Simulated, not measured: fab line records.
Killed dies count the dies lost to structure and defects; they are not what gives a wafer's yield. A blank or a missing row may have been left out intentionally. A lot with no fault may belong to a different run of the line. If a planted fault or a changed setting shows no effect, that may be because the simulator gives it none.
One fault through the eyes of 2 desks || flow sky130 || what lay behind the numbers comes last; until then each desk has only its own

== AT THE TOOL OWNER'S DESK: lpcvd-02 ==
The tool's own readings at SKY_SPACER_CVD_00 (deposits Si3N4 from DCS/NH3, target thk 43.1 nm, time 740 s): means of the sampled wafers that have a number, for each lot that ran on this tool. The brackets show how far a lot's mean lies from the usual mean; more than 4 standard deviations puts the lot out of limits, marked OUT.
Columns: A = zone_power_upper_pct at SKY_SPACER_CVD_00, usual 13.4 %
{"lot": "L890", "first seen here": "day 24 04:28", "A": 12.8}
{"lot": "L893", "first seen here": "day 24 18:40", "A": 13.9}
{"lot": "L894", "first seen here": "day 25 15:44", "A": 13.9}
{"lot": "L895", "first seen here": "day 25 19:38", "A": 13.8}
{"lot": "L902", "first seen here": "day 28 14:52", "A": 13.8}
{"lot": "L904", "first seen here": "day 29 02:14", "A": 13.9}
{"lot": "L906", "first seen here": "day 29 20:08", "A": 13.7}
{"lot": "L910", "first seen here": "day 30 23:12", "A": 13.8}
{"lot": "L909", "first seen here": "day 31 00:24", "A": 13.7}
{"lot": "L908", "first seen here": "day 31 01:37", "A": 12.9}
{"lot": "L911", "first seen here": "day 31 05:13", "A": 14.0}
Finding of this desk: none of the 11 lots has anything out of limits.

== AT THE METROLOGY DESK ==
Lot by lot, what the gauges showed, no matter which tool ran the lot: averages of those sampled wafers that carry a number. The brackets show how far a lot's mean lies from the usual mean; more than 4 standard deviations puts the lot out of limits, marked OUT.
Columns: A = SONOS_TUNNEL_TW at SKY_SONOS_TUNNEL_TW_MEAS_12, usual 197.8; B = LDD_N_OVL at SKY_LDD_N_OVL_MEAS_07, usual 1.1 nm; C = SPACER_CVD_00_THK at SKY_SPACER_THK_MEAS_01, usual 43.4 nm
{"lot": "L890", "first seen here": "day 12 12:53", "A": 199.0, "B": 0.2, "C": 43.5}
{"lot": "L893", "first seen here": "day 12 23:44", "A": 195.4, "B": 0.3, "C": 42.8}
{"lot": "L894", "first seen here": "day 13 18:05", "A": 198.6, "B": 2.3, "C": "49.9 (+17) OUT"}
{"lot": "L895", "first seen here": "day 13 19:42", "A": 198.6, "B": 1.1, "C": "49.7 (+17) OUT"}
{"lot": "L902", "first seen here": "day 15 22:15", "A": 193.6, "B": 0.7, "C": 43.4}
{"lot": "L904", "first seen here": "day 17 04:11", "A": 198.8, "B": 2.5, "C": 43.4}
{"lot": "L906", "first seen here": "day 17 16:58", "A": 198.9, "B": -0.8, "C": 43.3}
{"lot": "L908", "first seen here": "day 18 02:17", "A": 199.1, "B": 1.8, "C": 43.4}
{"lot": "L909", "first seen here": "day 18 07:52", "A": 198.4, "B": 2.1, "C": 43.3}
{"lot": "L910", "first seen here": "day 18 20:02", "A": 198.5, "B": 2.9, "C": 43.3}
{"lot": "L911", "first seen here": "day 19 08:49", "A": 199.1, "B": 3.1, "C": 42.6}
This desk's finding: out of limits on L894, L895; first on L894, day 25 17:32 (SPACER_CVD_00_THK at SKY_SPACER_THK_MEAS_01). In limits: L890, L893, L902, L904, L906, L908, L909, L910, L911.

== ALL TOGETHER ==
On L894, L895, the metrology desk was in a position to raise an alarm at day 25 17:32.
The desk of the tool owner found nothing out of limits.
The tool owner's desk has L894, L895 on record, within its limits.
Of the lots named, all ran SKY_SPACER_CVD_00 on lpcvd-02.

== WHAT THE SIMULATOR HAD INSERTED ==
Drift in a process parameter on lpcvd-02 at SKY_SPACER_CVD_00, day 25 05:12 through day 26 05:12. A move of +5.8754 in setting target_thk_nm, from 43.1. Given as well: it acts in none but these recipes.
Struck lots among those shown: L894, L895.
Hours from the fault's start to each desk's first reading out of limits: the metrology desk, 12.
